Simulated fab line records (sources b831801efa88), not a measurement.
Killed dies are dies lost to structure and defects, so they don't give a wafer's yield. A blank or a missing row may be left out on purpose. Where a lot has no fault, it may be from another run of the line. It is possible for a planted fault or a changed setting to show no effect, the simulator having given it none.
Problem report, 8D (eight disciplines) form, completed by code -- flow gf180mcu -- the parts of the form that need people (team, actions taken, sign-off) are left out

== 1. THE PROBLEM ==
strip-time-to-endpoint-s at GF_HV_LDD_STRIP_37 reads a mean of 12.28 s on 6 wafers of 2 lots; wafers without a fault read 12.63 s with a standard deviation of 0.034. Relative to the usual mean, that is a shift of -10 standard deviations.
The step: strips in O2/N2.
Seen first at day 18 06:31 on plasma-asher-01, wafer L746.1. The record has a number at this step for 18 wafers belonging to 6 lots. Rule for "out", or "out of limits": more than 4 standard deviations from the usual mean. The other wafers with a number count as sound.

== 2. WHAT THIS IS AND IS NOT ==
question,is,is not
which readings at this step,strip-time-to-endpoint-s,"drypump-motor-current-A, heater-power-w, oes-product-au"
which lots,"L746, L747","L729, L731, L734, L745"
which wafers of those lots,all that have a number,-
read on which tools,"plasma-asher-01, plasma-asher-03",plasma-asher-02
when,from day 18 06:31,up to then (12 sound wafers)

== 3. SUSPECTS, AND WHAT RULES EACH OUT ==
Counting: a tool stays on the suspect list if, at a process step up to the reading, it processed all lots that are out and no sound lot following the first of them.
- litho-track-04 at GF_HV_LDD_COAT_26 (resist thk 1000 nm): kept. All lots that are out passed through it, beginning with L746 at day 17 18:10, and no sound lot followed; its final sound lot before that point was L731 at day 13 03:29.
After counting, what remains is litho-track-04 at GF_HV_LDD_COAT_26.

== 4. THE CAUSE (what the simulator had put in) ==
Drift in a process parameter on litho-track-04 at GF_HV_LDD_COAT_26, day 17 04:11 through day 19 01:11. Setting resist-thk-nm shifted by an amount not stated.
Counting left only this tool.

== 5. THE EFFECT CHAIN, in route order ==
One row per reading whose mean, taken over the struck wafers that have a number, lies over 3 standard deviations from the usual. Only readings whose record carries a usual standard deviation are examined. hours: median over the lots of the time between each lot's start at the first step of this table that gives one and its start at this step. sigmas: the change, counted in usual standard deviations.
hours,step,reading,usual,on struck wafers,change,sigmas
0,GF_HV_LDD_STRIP_37,strip-time-to-endpoint-s,12.63 s,12.28,-0.35,-10
Here are the process steps it includes:
- GF_HV_LDD_STRIP_37: strips in O2/N2.
Later steps that measure or inspect, where all struck wafers having a row at the step show a number for every such reading and not one has moved that far: GF_HV_LDD_TW_MEAS_38.

== 6. WHAT WOULD HAVE CAUGHT IT SOONER ==
First out-of-limits reading in this record: day 18 06:31, which is 26 hours after fault onset at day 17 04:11.
All the lots that are out (2) had begun GF_HV_LDD_COAT_26 on litho-track-04 by day 18 06:31. None of them would have been spared by holding the tool at that moment.
